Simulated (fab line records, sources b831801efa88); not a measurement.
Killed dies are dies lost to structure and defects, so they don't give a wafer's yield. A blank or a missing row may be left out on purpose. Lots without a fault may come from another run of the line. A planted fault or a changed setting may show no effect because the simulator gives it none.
Which tool did it? | flow sky130 | 12 lots, 36 wafers sampled, at 5 steps of a route of 708

WHAT THE GAUGES READ, wafer by wafer
SKY_VT_ADJUST_HVTR_OVL_MEAS_08. Usual: VT_ADJUST_HVTR_OVL -0.3 nm, standard deviation 1.5.
lot  | measured     | on         | VT_ADJUST_HVTR_OVL (nm)                   | flag
L636 | day 10 09:11 | overlay-02 | -1.8 1.0 -0.6                             |
L637 | day 10 10:34 | overlay-01 | -0.2 -0.5 2.2                             |
L639 | day 10 19:31 | overlay-02 | -2.7 -2.0 -2.7                            |
L638 | day 10 20:25 | overlay-01 | 0.1 -0.5 -0.5                             |
L640 | day 11 07:45 | overlay-02 | 1.0 1.0 -0.7                              |
L645 | day 12 17:44 | overlay-02 | -156.3 -154.8 -154.5 -157.6 -156.2 -155.7 | OFF
L646 | day 13 01:04 | overlay-02 | -157.1 -156.4 -157.9 -158.1 -158.2 -159.2 | OFF
L647 | day 13 11:51 | overlay-02 | -159.1 -157.5 -158.0 -161.3 -158.7 -159.2 | OFF
L650 | day 14 08:26 | overlay-02 | -1.6 -1.4 -2.0                            |
L651 | day 14 15:42 | overlay-01 | -0.8 0.1 1.5                              |
L654 | day 15 10:38 | overlay-01 | 1.5 3.0 0.0                               |
L656 | day 15 21:49 | overlay-02 | -0.8 -0.7 0.0                             |

SKY_LDD_P_TW_MEAS_11. Usual: LDD_P_TW 632, standard deviation 8.1.
lot  | measured     | on            | LDD_P_TW    | flag
L636 | day 20 09:09 | film_metro-03 | 628 632 630 |
L637 | day 20 14:30 | film_metro-01 | 624 624 623 |
L639 | day 21 00:35 | film_metro-01 | 628 631 627 |
L638 | day 21 05:11 | film_metro-01 | 630 627 630 |
L640 | day 21 14:50 | film_metro-04 | 645 650 648 |
L650 | day 25 10:41 | film_metro-01 | 623 624 627 |
L651 | day 25 14:14 | film_metro-04 | 645 648 643 |
L654 | day 26 10:52 | film_metro-01 | 628 632 630 |
L656 | day 26 20:04 | film_metro-01 | 628 626 631 |

WHICH TOOL RAN EACH LOT (tool, then ch and the chambers of the sampled wafers, then the start)
lot  | SKY_NWELL_RTA_28                 | SKY_VT_ADJUST_HVTR_EXPOSE_04        | SKY_POLY_GATE_ETCH_16
L636 | rtp_anneal-02 ch 0, day 5 21:23  | iline_stepper-01 ch 0, day 9 21:44  | rie_diel-01 ch 0,1,2, day 17 13:52
L637 | rtp_anneal-02 ch 0, day 6 00:38  | iline_stepper-01 ch 0, day 9 23:21  | rie_diel-01 ch 0,3, day 17 19:01
L639 | rtp_anneal-02 ch 0, day 6 06:34  | iline_stepper-02 ch 0, day 10 07:43 | rie_diel-01 ch 1,2,3, day 18 03:32
L638 | rtp_anneal-02 ch 0, day 6 07:09  | iline_stepper-01 ch 0, day 10 08:33 | rie_diel-04 ch 0,2,3, day 18 09:01
L640 | rtp_anneal-01 ch 0, day 6 16:50  | iline_stepper-01 ch 0, day 10 19:46 | rie_diel-02 ch 0,1,3, day 18 18:37
L645 | rtp_anneal-02 ch 0, day 7 21:08  | iline_stepper-02 ch 0, day 12 05:35 | -
L646 | rtp_anneal-02 ch 0, day 8 03:57  | iline_stepper-02 ch 0, day 12 12:48 | -
L647 | rtp_anneal-02 ch 0, day 8 12:20  | iline_stepper-02 ch 0, day 12 23:14 | -
L650 | rtp_anneal-01 ch 0, day 9 05:11  | iline_stepper-01 ch 0, day 13 19:34 | rie_diel-04 ch 0,2, day 22 17:47
L651 | rtp_anneal-02 ch 0, day 9 12:35  | iline_stepper-01 ch 0, day 14 03:02 | rie_diel-02 ch 0,2,3, day 22 23:01
L654 | rtp_anneal-01 ch 0, day 10 03:19 | iline_stepper-01 ch 0, day 14 20:48 | rie_diel-04 ch 1,3, day 23 20:22
L656 | rtp_anneal-02 ch 0, day 10 13:54 | iline_stepper-01 ch 0, day 15 08:45 | rie_diel-04 ch 0,1,3, day 24 06:10
- SKY_NWELL_RTA_28: time 30 s.
- SKY_VT_ADJUST_HVTR_EXPOSE_04: exposes mask HVTRM, target cd 380 nm.
- SKY_POLY_GATE_ETCH_16: etches Si3N4 in CH3F/O2, stops on poly-Si, time 147.5 s, target depth 75 nm.

WHAT THE TOOLS THEMSELVES READ (means of the sampled wafers that have a number; where no wafer has one, the mark that the record gives instead)
SKY_NWELL_RTA_28. Usual: anneal_temp_c_max 1056.3, standard deviation 1.2; lamp_power_pct 25.31 %, standard deviation 0.054; ramp_up_c_per_s 150.00, standard deviation 0.029; wafer_temp_C_max 1054.6, standard deviation 0.96.
lot  | tool          | anneal_temp_c_max | lamp_power_pct (%) | ramp_up_c_per_s | wafer_temp_C_max | flag
L636 | rtp_anneal-02 | 1056.9            | 25.27              | 149.99          | 1054.8           |
L637 | rtp_anneal-02 | 1056.6            | 25.35              | 149.99          | 1055.2           |
L639 | rtp_anneal-02 | 1056.0            | 25.28              | 150.00          | 1054.1           |
L638 | rtp_anneal-02 | 1057.1            | 25.33              | 149.99          | 1054.2           |
L640 | rtp_anneal-01 | 1056.7            | 25.29              | 149.98          | 1054.5           |
L645 | rtp_anneal-02 | 1056.1            | 25.27              | 150.02          | 1055.0           |
L646 | rtp_anneal-02 | 1057.5            | 25.33              | 149.99          | 1055.2           |
L647 | rtp_anneal-02 | 1055.9            | 25.32              | 150.00          | 1054.4           |
L650 | rtp_anneal-01 | 1055.1            | 25.30              | 149.99          | 1054.0           |
L651 | rtp_anneal-02 | 1056.1            | 25.30              | 150.05          | 1054.3           |
L654 | rtp_anneal-01 | 1055.7            | 25.37              | 150.00          | 1055.0           |
L656 | rtp_anneal-02 | 1057.8            | 25.33              | 150.02          | 1054.1           |

SKY_POLY_GATE_ETCH_16. Usual: drypump_motor_current_A 5.7 A, standard deviation 0.3; oes_product_au 0.638 a.u., standard deviation 0.0046; throttle_valve_pct 10.534 %, standard deviation 0.009.
lot  | tool        | drypump_motor_current_A (A) | oes_product_au (a.u.) | throttle_valve_pct (%) | flag
L636 | rie_diel-01 | 6.0                         | 0.639                 | 10.531                 |
L637 | rie_diel-01 | 5.5                         | 0.640                 | 10.520                 |
L639 | rie_diel-01 | 5.9                         | 0.644                 | 10.534                 |
L638 | rie_diel-04 | 5.5                         | 0.638                 | 10.536                 |
L640 | rie_diel-02 | 5.6                         | 0.637                 | 10.533                 |
L650 | rie_diel-04 | 5.5                         | 0.639                 | 10.525                 |
L651 | rie_diel-02 | 5.7                         | 0.642                 | 10.539                 |
L654 | rie_diel-04 | 5.6                         | 0.642                 | 10.527                 |
L656 | rie_diel-04 | 5.6                         | 0.639                 | 10.542                 |

THE ANSWER, worked out from the rows above alone
Rule: a lot is off if the mean of its wafers that have a number lies more than 3 standard deviations from the usual mean. A lot without any number at a reading at which 4 lots or more have one is off too. The other lots that the step has rows for count as sound. The gauges are gone through in route order, then the tools' own readings, and for those a lot's mean is taken as printed above. The first step at which some lot is off is used, and at that step the reading that is off furthest; a lot without a number counts as furthest.
Off: L645, L646, L647, at SKY_VT_ADJUST_HVTR_OVL_MEAS_08 (VT_ADJUST_HVTR_OVL).
A tool fits if, at a process step before that reading, it ran every lot that is off, and no sound lot after the first of them. The gauges at SKY_VT_ADJUST_HVTR_OVL_MEAS_08 are tried like those tools. One fits: iline_stepper-02 at SKY_VT_ADJUST_HVTR_EXPOSE_04. Its last sound lot is L639 (day 10 07:43), its first lot that is off L645 (day 12 05:35): a fault that began between those two fits.

WHAT THE SIMULATOR HAD PUT IN
Scanner matching overlay: iline_stepper-02, from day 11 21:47 on, at SKY_VT_ADJUST_HVTR_EXPOSE_04. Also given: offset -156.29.
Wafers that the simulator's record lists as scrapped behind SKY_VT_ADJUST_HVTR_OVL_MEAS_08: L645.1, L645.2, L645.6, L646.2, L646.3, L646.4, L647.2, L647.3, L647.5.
Lots struck among those shown: L645, L646, L647. The rule above found the same.
